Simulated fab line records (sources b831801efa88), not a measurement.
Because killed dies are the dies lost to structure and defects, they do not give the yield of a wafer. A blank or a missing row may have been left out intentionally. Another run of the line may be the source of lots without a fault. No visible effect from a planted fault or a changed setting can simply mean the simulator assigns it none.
fab line records + flow sfq-line
record:
- lots: 13
- wafers: 39
- last-day: 85
route steps=325 shown I0@55 I1@75 I4@176 JJ@183
lots that met no fault: from a run of the same line without faults
start-h: start of the lot's first displayed wafer, in hours after the record's first day + wait-h: hours elapsed since this lot's preceding step + " repeats the value in the row above + L1.1+2: a row that stands for several wafers + - either no value or no given start + * or withheld: withheld + < > ~ a bound
route shown NAME@n: names a module that has steps shown in the file, with the first one's number in the route + usual: mean/standard deviation of fault-free wafers + same: alike in all rows + chamber/n: place in a boat + sites: the reading at each site + _std_site: their standard deviation + _edge_site: inner sites' mean taken away from outer sites' mean + radius-mm: for every site, how far away it sits from the centre of the wafer + mask NAME#n: copy n + behind: tool/chamber where the wafer was last shaped + hold: why the lot was held/for how many hours/how that ended + device: the transistor (n, p or np) that didn't switch + end of line: the tests these same wafers got at the end of their route + a step given without rows: its recipe and nothing more + killed: dies that structure and defects cost at the first sort, which is not the same as the wafer's yield + map: a wafer's dies, x killed, . not, _ none there
set.NAME: the setting that was run; set.NAME@STEP: the one run at that earlier step + model.NAME: the simulator's own value behind a step, which no gauge read
steps of the route over a sample of lots; a table a step, a row a wafer
services: the hour from which a tool's chamber was out of use, counted from the record's first day as start-h (under 0 if before that day), plus the number of hours and why
== steps ==
step: SFQ_TRILAYER_I0_VIA_ETCH_VIA_ETCH_034
recipe:
- target: SiO2
- stop-on: Nb
- mask-material: PR
- taper-deg: 20
- chemistry: CHF3
- target-depth-nm: 260
- source-w: 500
- bias-w: 80
- pressure-mtorr: 30
- time-s: withheld
usual:
- drypump-motor-current-A: 5.7/0.45
- oes-product-au: 0.854/0.0049
- rf-fwd-power-W: 498.3/1.4
| lot.wafer | tool        | chamber | start-h | wait-h | drypump-motor-current-A | oes-product-au | rf-fwd-power-W |
|-----------|-------------|---------|---------|--------|-------------------------|----------------|----------------|
| L696.2    | rie-diel-01 | 1       | 408.36  | 0.0    | 5.2                     | 0.858          | 497.8          |
| L696.4    | "           | 0       | "       | "      | 5.6                     | 0.860          | 498.1          |
| L696.5    | "           | 1       | "       | "      | 5.2                     | 0.853          | 499.4          |
| L697.3    | rie-diel-01 | 0       | 425.07  | 0.0    | 5.6                     | 0.858          | 499.7          |
| L697.4    | "           | 3       | "       | "      | 5.4                     | 0.852          | 501.3          |
| L697.5    | "           | 1       | "       | "      | 5.2                     | 0.861          | 497.5          |
| L698.2    | rie-diel-01 | 2       | 434.67  | 0.0    | 6.3                     | 0.862          | 498.7          |
| L698.4    | "           | 1       | "       | "      | 5.2                     | 0.858          | 499.5          |
| L698.5    | "           | 1       | "       | "      | 5.2                     | 0.849          | 499.1          |
| L708.1    | rie-diel-01 | 2       | 520.16  | 0.0    | 6.4                     | 0.853          | 578.7          |
| L708.2    | "           | 1       | "       | "      | 5.2                     | 0.861          | 497.9          |
| L708.4    | "           | 3       | "       | "      | 5.4                     | 0.854          | 499.5          |
| L709.1    | rie-diel-04 | 0       | 527.36  | 0.0    | 5.8                     | 0.854          | 495.0          |
| L709.3    | "           | 3       | "       | "      | 5.8                     | 0.858          | 497.0          |
| L709.4    | "           | 2       | "       | "      | 6.2                     | 0.865          | 497.2          |
| L710.2    | rie-diel-04 | 0       | 548.96  | 0.0    | 5.9                     | 0.852          | 497.5          |
| L710.3    | "           | 2       | "       | "      | 6.3                     | 0.854          | 499.4          |
| L710.4    | "           | 3       | "       | "      | 5.8                     | 0.856          | 498.1          |
| L711.3    | rie-diel-02 | 1       | 570.11  | 0.0    | 5.8                     | 0.862          | 501.5          |
| L711.4    | "           | 0       | "       | "      | 5.4                     | 0.852          | 499.1          |
| L711.5    | "           | 0       | "       | "      | 5.4                     | 0.857          | 499.4          |
| L713.2    | rie-diel-02 | 1       | 593.13  | 0.0    | 5.8                     | 0.853          | 497.9          |
| L713.4    | "           | 3       | "       | "      | 5.1                     | 0.862          | 496.2          |
| L713.6    | "           | 1       | "       | "      | 5.8                     | 0.859          | 498.6          |
| L714.1    | rie-diel-01 | 1       | 602.73  | 0.0    | 5.2                     | 0.861          | 496.9          |
| L714.2    | "           | 2       | "       | "      | 6.4                     | 0.856          | 500.4          |
| L714.5    | "           | 0       | "       | "      | 5.6                     | 0.859          | 499.9          |
| L715.1    | rie-diel-01 | 1       | 613.53  | 0.0    | 5.2                     | 0.857          | 499.4          |
| L715.2    | "           | 0       | "       | "      | 5.6                     | 0.855          | 498.7          |
| L715.3    | "           | 2       | "       | "      | 6.4                     | 0.851          | 497.7          |
| L716.2    | rie-diel-04 | 1       | 615.93  | 0.0    | 6.2                     | 0.853          | 499.0          |
| L716.3    | "           | 2       | "       | "      | 6.3                     | 0.853          | 497.0          |
| L716.6    | "           | 1       | "       | "      | 6.1                     | 0.852          | 499.0          |
| L717.1    | rie-diel-01 | 2       | 621.93  | 0.0    | 6.4                     | 0.849          | 498.4          |
| L717.2    | "           | 3       | "       | "      | 5.4                     | 0.856          | 499.9          |
| L717.3    | "           | 0       | "       | "      | 5.6                     | 0.861          | 497.2          |
| L718.2    | rie-diel-02 | 3       | 629.13  | 0.0    | 5.1                     | 0.854          | 497.3          |
| L718.5    | "           | 2       | "       | "      | 6.5                     | 0.859          | 494.6          |
| L718.6    | "           | 3       | "       | "      | 5.1                     | 0.856          | 495.9          |
step: SFQ_I1_BOW_MEAS_912
recipe:
- mode: bow
usual:
- I1_BOW: 2/8
| lot.wafer | tool          | chamber | start-h | wait-h | I1_BOW[um] |
|-----------|---------------|---------|---------|--------|------------|
| L696.2    | film-metro-02 | -       | 569.33  | 1.5    | 18         |
| L696.4    | "             | -       | "       | "      | 1          |
| L696.5    | "             | -       | "       | "      | 9          |
| L697.3    | film-metro-01 | -       | 595.75  | 2.0    | 1          |
| L697.4    | "             | -       | "       | "      | 1          |
| L697.5    | "             | -       | "       | "      | -2         |
| L698.2    | film-metro-04 | -       | 603.17  | 2.5    | -4         |
| L698.4    | "             | -       | "       | "      | 10         |
| L698.5    | "             | -       | "       | "      | -1         |
| L708.1    | film-metro-01 | -       | 680.70  | 2.5    | 3          |
| L708.2    | "             | -       | "       | "      | -4         |
| L708.4    | "             | -       | "       | "      | -3         |
| L709.1    | film-metro-01 | -       | 689.15  | 2.5    | 16         |
| L709.3    | "             | -       | "       | "      | 12         |
| L709.4    | "             | -       | "       | "      | 14         |
| L710.2    | film-metro-01 | -       | 715.17  | 1.0    | -5         |
| L710.3    | "             | -       | "       | "      | -1         |
| L710.4    | "             | -       | "       | "      | 2          |
| L711.3    | film-metro-04 | -       | 733.25  | 2.5    | 14         |
| L711.4    | "             | -       | "       | "      | 13         |
| L711.5    | "             | -       | "       | "      | 11         |
| L713.2    | film-metro-01 | -       | 745.23  | 1.0    | -21        |
| L713.4    | "             | -       | "       | "      | -22        |
| L713.6    | "             | -       | "       | "      | -15        |
| L714.1    | film-metro-02 | -       | 754.15  | 1.5    | 4          |
| L714.2    | "             | -       | "       | "      | -5         |
| L714.5    | "             | -       | "       | "      | 8          |
| L715.1    | film-metro-04 | -       | 767.21  | 1.0    | 6          |
| L715.2    | "             | -       | "       | "      | 9          |
| L715.3    | "             | -       | "       | "      | 19         |
| L716.2    | film-metro-01 | -       | 770.23  | 1.0    | 9          |
| L716.3    | "             | -       | "       | "      | -2         |
| L716.6    | "             | -       | "       | "      | -1         |
| L717.1    | film-metro-02 | -       | 778.15  | 2.0    | 6          |
| L717.2    | "             | -       | "       | "      | 10         |
| L717.3    | "             | -       | "       | "      | 7          |
| L718.2    | film-metro-01 | -       | 787.17  | 1.5    | 13         |
| L718.5    | "             | -       | "       | "      | 10         |
| L718.6    | "             | -       | "       | "      | 4          |
step: SFQ_TRILAYER_I4_VIA_STRIP_STRIP_107
recipe:
- gas: O2
- power-w: 200
- platen-temp-c: 40
- overash-fraction: 0.65
- chemistry: O2
- pressure-mtorr: 50
usual:
- drypump-motor-current-A: 5.8/0.39
- oes-product-au: 0.999/0.008
| lot.wafer | tool         | chamber | start-h | wait-h | drypump-motor-current-A | oes-product-au | rf-hours-counter-h |
|-----------|--------------|---------|---------|--------|-------------------------|----------------|--------------------|
| L696.2    | rie-metal-02 | 0       | 1030.25 | -      | 5.6                     | 0.991          | 88                 |
| L696.4    | "            | 1       | "       | "      | 6.5                     | 1.003          | -                  |
| L696.5    | "            | 0       | "       | "      | 5.6                     | 0.994          | -                  |
| L697.3    | rie-metal-01 | 1       | 1045.54 | -      | 6.0                     | 0.995          | -                  |
| L697.4    | "            | 1       | "       | "      | 6.0                     | 1.000          | -                  |
| L697.5    | "            | 1       | "       | "      | 6.0                     | 1.005          | -                  |
| L698.2    | rie-metal-02 | 1       | 1047.25 | -      | 6.5                     | 0.998          | 120                |
| L698.4    | "            | 0       | "       | "      | 5.6                     | 0.992          | -                  |
| L698.5    | "            | 0       | "       | "      | 5.6                     | 0.992          | -                  |
| L708.1    | rie-metal-01 | 0       | 1250.02 | -      | 5.6                     | 1.005          | 83                 |
| L708.2    | "            | 1       | "       | "      | 6.0                     | 1.009          | 69                 |
| L708.4    | "            | 1       | "       | "      | 6.0                     | 1.007          | -                  |
| L709.1    | rie-metal-04 | 1       | 1252.42 | -      | 5.4                     | 0.995          | 116                |
| L709.3    | "            | 1       | "       | "      | 5.3                     | 0.996          | -                  |
| L709.4    | "            | 1       | "       | "      | 5.4                     | 0.988          | -                  |
| L710.2    | rie-metal-02 | 0       | 1254.82 | -      | 5.6                     | 1.000          | 123                |
| L710.3    | "            | 0       | "       | "      | 5.6                     | 0.985          | -                  |
| L710.4    | "            | 1       | "       | "      | 6.5                     | 1.014          | -                  |
| L711.3    | rie-metal-04 | 1       | 1256.42 | -      | 5.3                     | 0.993          | -                  |
| L711.4    | "            | 1       | "       | "      | 5.3                     | 0.994          | -                  |
| L711.5    | "            | 1       | "       | "      | 5.3                     | 1.007          | -                  |
| L713.2    | rie-metal-04 | 1       | 1268.06 | -      | 5.4                     | 0.987          | -                  |
| L713.4    | "            | 1       | "       | "      | 5.4                     | 1.001          | -                  |
| L713.6    | "            | 1       | "       | "      | 5.4                     | 0.996          | -                  |
| L714.1    | rie-metal-02 | 0       | 1359.30 | -      | 5.6                     | 0.992          | 138                |
| L714.2    | "            | 1       | "       | "      | 6.5                     | 1.014          | 16                 |
| L714.5    | "            | 1       | "       | "      | 6.5                     | 0.999          | -                  |
| L715.1    | rie-metal-02 | 1       | 1427.94 | -      | 6.5                     | 1.003          | 28                 |
| L715.2    | "            | 0       | "       | "      | 5.6                     | 0.992          | 4                  |
| L715.3    | "            | 0       | "       | "      | 5.6                     | 1.001          | -                  |
| L716.2    | rie-metal-01 | 1       | 1431.54 | -      | 5.9                     | 1.004          | 92                 |
| L716.3    | "            | 1       | "       | "      | 6.0                     | 1.008          | -                  |
| L716.6    | "            | 1       | "       | "      | 6.0                     | 1.011          | -                  |
| L717.1    | rie-metal-04 | 0       | 1437.54 | -      | 5.9                     | 1.001          | 24                 |
| L717.2    | "            | 1       | "       | "      | 5.4                     | 1.002          | 140                |
| L717.3    | "            | 0       | "       | "      | 5.9                     | 0.994          | -                  |
| L718.2    | rie-metal-02 | 1       | 1457.17 | -      | 6.5                     | 1.008          | 33                 |
| L718.5    | "            | 1       | "       | "      | 6.5                     | 1.013          | -                  |
| L718.6    | "            | 0       | "       | "      | 5.6                     | 1.003          | -                  |
step: SFQ_JJ_RS_MEAS_929
recipe:
- thk-meas-gauge: four-point-probe
- reads: Nb_of_TRILAYER_JJ_TRILAYER_DEP_SPUTTER_112
usual:
- JJ_NB_RS: 1.052/0.0099
| lot.wafer | tool          | chamber | start-h | wait-h | JJ_NB_RS[ohm/sq] |
|-----------|---------------|---------|---------|--------|------------------|
| L696.2    | film-metro-01 | -       | 1032.26 | 0.1    | 1.041            |
| L696.4    | "             | -       | "       | "      | 1.043            |
| L696.5    | "             | -       | "       | "      | 1.047            |
| L697.3    | film-metro-04 | -       | 1047.76 | 0.1    | 1.055            |
| L697.4    | "             | -       | "       | "      | 1.043            |
| L697.5    | "             | -       | "       | "      | 1.036            |
| L698.2    | film-metro-04 | -       | 1049.26 | 0.1    | 1.068            |
| L698.4    | "             | -       | "       | "      | 1.059            |
| L698.5    | "             | -       | "       | "      | 1.053            |
| L708.1    | film-metro-04 | -       | 1252.00 | 0.0    | 1.050            |
| L708.2    | "             | -       | "       | "      | 1.054            |
| L708.4    | "             | -       | "       | "      | 1.056            |
| L709.1    | film-metro-04 | -       | 1255.00 | 0.0    | 1.068            |
| L709.3    | "             | -       | "       | "      | 1.074            |
| L709.4    | "             | -       | "       | "      | 1.073            |
| L710.2    | film-metro-01 | -       | 1256.82 | 0.1    | 1.044            |
| L710.3    | "             | -       | "       | "      | 1.044            |
| L710.4    | "             | -       | "       | "      | 1.059            |
| L711.3    | film-metro-01 | -       | 1258.64 | 0.1    | 1.048            |
| L711.4    | "             | -       | "       | "      | 1.046            |
| L711.5    | "             | -       | "       | "      | 1.053            |
| L713.2    | film-metro-01 | -       | 1270.46 | 0.1    | 1.042            |
| L713.4    | "             | -       | "       | "      | 1.041            |
| L713.6    | "             | -       | "       | "      | 1.066            |
| L714.1    | film-metro-01 | -       | 1361.29 | 0.0    | 1.070            |
| L714.2    | "             | -       | "       | "      | 1.055            |
| L714.5    | "             | -       | "       | "      | 1.070            |
| L715.1    | film-metro-04 | -       | 1429.92 | 0.0    | 1.050            |
| L715.2    | "             | -       | "       | "      | 1.046            |
| L715.3    | "             | -       | "       | "      | 1.054            |
| L716.2    | film-metro-04 | -       | 1433.54 | 0.1    | 1.040            |
| L716.3    | "             | -       | "       | "      | 1.060            |
| L716.6    | "             | -       | "       | "      | 1.047            |
| L717.1    | film-metro-01 | -       | 1439.52 | 0.0    | 1.053            |
| L717.2    | "             | -       | "       | "      | 1.056            |
| L717.3    | "             | -       | "       | "      | 1.045            |
| L718.2    | film-metro-04 | -       | 1459.16 | 0.1    | 1.055            |
| L718.5    | "             | -       | "       | "      | 1.065            |
| L718.6    | "             | -       | "       | "      | 1.061            |
== services ==
| tool         | chamber | start-h | hours | kind   |
|--------------|---------|---------|-------|--------|
| rie-diel-01  | 1       | 594.76  | 1.5   | repair |
| rie-diel-01  | 2       | 639.72  | 1.3   | repair |
| rie-diel-01  | -       | 699.20  | 0.7   | repair |
| rie-diel-01  | 0       | 734.95  | 7.2   | repair |
| rie-metal-02 | -       | 738.85  | 1.7   | repair |
| rie-diel-01  | -       | 753.83  | 0.3   | repair |
| rie-diel-01  | 2       | 810.09  | 6.8   | repair |
| rie-metal-02 | -       | 812.13  | 2.8   | pm     |
| rie-diel-01  | 1       | 873.81  | 7.0   | repair |
| rie-metal-02 | -       | 891.60  | 14.6  | pm     |
| rie-metal-02 | 0       | 930.69  | 5.6   | repair |
| rie-diel-01  | 3       | 998.70  | 2.5   | repair |
| rie-diel-01  | 1       | 1018.26 | 1.7   | repair |
| rie-diel-01  | 2       | 1020.11 | 1.8   | repair |
| rie-metal-02 | 0       | 1038.25 | 2.3   | repair |
| rie-diel-01  | -       | 1041.32 | 2.8   | pm     |
| rie-diel-01  | -       | 1150.45 | 11.4  | repair |
| rie-metal-02 | -       | 1165.26 | 0.6   | repair |
| rie-metal-02 | -       | 1282.96 | 0.4   | repair |
| rie-diel-01  | 1       | 1326.05 | 12.9  | repair |
| rie-metal-02 | 1       | 1349.05 | 4.8   | repair |
| rie-diel-01  | 1       | 1423.97 | 46.0  | repair |
| rie-diel-01  | 0       | 1428.18 | 3.5   | repair |
| rie-diel-01  | 2       | 1447.44 | 5.3   | repair |
== key ==
first-sign:
- step: SFQ_TRILAYER_I0_VIA_ETCH_VIA_ETCH_034
- reading: rf-fwd-power-W
- direction: up
- sigmas: 58
- usual: 498.3
- struck: 578.7
effect none on later readings
met-at SFQ_TRILAYER_I0_VIA_ETCH_VIA_ETCH_034
struck-lots L708
struck-wafers L708.1
not-acting-at SFQ_I1_BOW_MEAS_912,SFQ_TRILAYER_I4_VIA_STRIP_STRIP_107,SFQ_JJ_RS_MEAS_929
onset-between 434.67 520.16
fault:
- kind: process-parameter-drift
- tool: rie-diel-01
- chamber: 2
- onset-h: 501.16
- steps: SFQ_TRILAYER_I0_VIA_ETCH_VIA_ETCH_034
- channel: source-w
- offset: 80
- shape: step
- end-h: 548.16
- acts-in: these-recipes-only
- stated: 500
